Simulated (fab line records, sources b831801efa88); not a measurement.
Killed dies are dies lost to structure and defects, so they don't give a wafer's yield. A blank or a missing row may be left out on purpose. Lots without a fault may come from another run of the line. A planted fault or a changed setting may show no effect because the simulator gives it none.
A struck lot beside a sound one | flow sky130 | 37 steps out of a route of 708
Sound: wafers L670.4, L670.5, L670.6. Struck: wafers L662.4, L662.5, L662.6. The cause comes at the end.
At each step with rows: each side's tool, then ch and its chambers, then its first start. Under that, the readings that differ: sound wafers | struck wafers | difference of the means | sigmas: that difference in standard deviations of wafers without a fault.
alike: readings whose means differ by less than 2 such deviations, and words and numbers that are the same on both sides. not compared: withheld readings, readings that some wafer has no value for, bounds like >300 that may hide the same value, and numbers for which the record gives no deviation and whose values overlap.
The two part at a step that has a row with sigmas, a row that says differs or no value, or rows on one side only. Numbers that don't overlap but have no deviation are shown without sigmas and don't part them. A reading that every wafer of one side lacks parts them only if that side has two wafers or more.

first, 11 steps without rows for these wafers: SKY_FIELD_ISO_EXPOSE_10 (exposes mask FOM, target cd 150 nm); SKY_FIELD_ISO_PEB_11; SKY_FIELD_ISO_DEVELOP_12 (develop time 60 s); SKY_FIELD_ISO_ETCH_14 (etches BARC in N2/H2, stops on SiO2, time 45.9 s, target depth 60 nm); SKY_FIELD_ISO_ETCH_15 (etches the open film in CHF3/O2, stops on Si, target depth 180 nm, time 72 s); SKY_FIELD_ISO_STRIP_16 (strips in O2/N2); SKY_FIELD_ISO_ETCH_17 (etches Si in HBr/Cl2/O2, target depth 342 nm, time 97.7 s); SKY_FIELD_ISO_WET_ETCH_18 (etches Si3N4 in H3PO4, target depth 25 nm, time 286 s); SKY_FIELD_ISO_CLEAN_19 (cleans in SC1/SC2, time 150 s); SKY_FIELD_ISO_CLEAN_20 (cleans in dHF, time 20 s); SKY_FIELD_ISO_WET_ETCH_21 (etches SiO2 in dHF, target depth 20 nm, time 411.6 s).
SKY_FIELD_ISO_OXIDATION_22: stabilise 600 s, purge 300 s, target thk 10 nm.
  sound on furnace-01 ch 0, day 6 11:38; struck on furnace-02 ch 0, day 4 14:13
  alike: ox_temp_c_max, tube_center_temp_C
then, 24 steps without rows for these wafers: SKY_FIELD_ISO_CVD_24 (deposits SiO2, target thk 595 nm, time 99.2 s); SKY_FIELD_ISO_ANNEAL_26 (time 1800 s); SKY_FIELD_ISO_CMP_27 (polishes, stops on Si3N4, t overpolish 16 s, target thk 457.8 nm); SKY_FIELD_ISO_WET_ETCH_28 (etches SiO2 in dHF, target depth 23.7 nm, time 47 s); SKY_FIELD_ISO_WET_ETCH_29 (etches Si3N4 in H3PO4, target depth 160 nm, time 1825 s); SKY_FIELD_ISO_WET_ETCH_30 (etches SiO2 in dHF, target depth 25 nm, time 50 s); SKY_NWELL_CLEAN_00 (cleans in SC1/SC2, time 150 s); SKY_NWELL_OXIDATION_01 (stabilise 600 s, purge 300 s, target thk 10 nm); SKY_DNWELL_DEHYDRATE_00 (time 60 s); SKY_DNWELL_HMDS_01 (prime time 60 s); SKY_DNWELL_COAT_02 (resist thk 3000 nm); SKY_DNWELL_SOFTBAKE_03; SKY_DNWELL_EXPOSE_04 (exposes mask DNM, target cd 3000 nm); SKY_DNWELL_PEB_05; SKY_DNWELL_DEVELOP_06 (develop time 60 s); SKY_DNWELL_IMPLANT_07; SKY_DNWELL_STRIP_08 (strips in O2/N2); SKY_PWDE_DEHYDRATE_00 (time 60 s); SKY_PWDE_HMDS_01 (prime time 60 s); SKY_PWDE_COAT_02 (resist thk 3000 nm); SKY_PWDE_SOFTBAKE_03; SKY_PWDE_EXPOSE_04 (exposes mask PWDEM, target cd 840 nm); SKY_PWDE_PEB_05; SKY_PWDE_DEVELOP_06 (develop time 60 s).
-- the record jumps here: 44 days lie between the struck wafers' starts before and after (it left off in module PWDE and takes up again in module PAD_OPEN, whose first step shown is number 708 of the route) --
SKY_PAD_OPEN_PROBE_99:
  the record has rows for the struck wafers here (prober-01, day 48 05:26) and none for the sound ones

WHERE THEY PART
Only at SKY_PAD_OPEN_PROBE_99, within this record.

WHY: what the simulator had put in
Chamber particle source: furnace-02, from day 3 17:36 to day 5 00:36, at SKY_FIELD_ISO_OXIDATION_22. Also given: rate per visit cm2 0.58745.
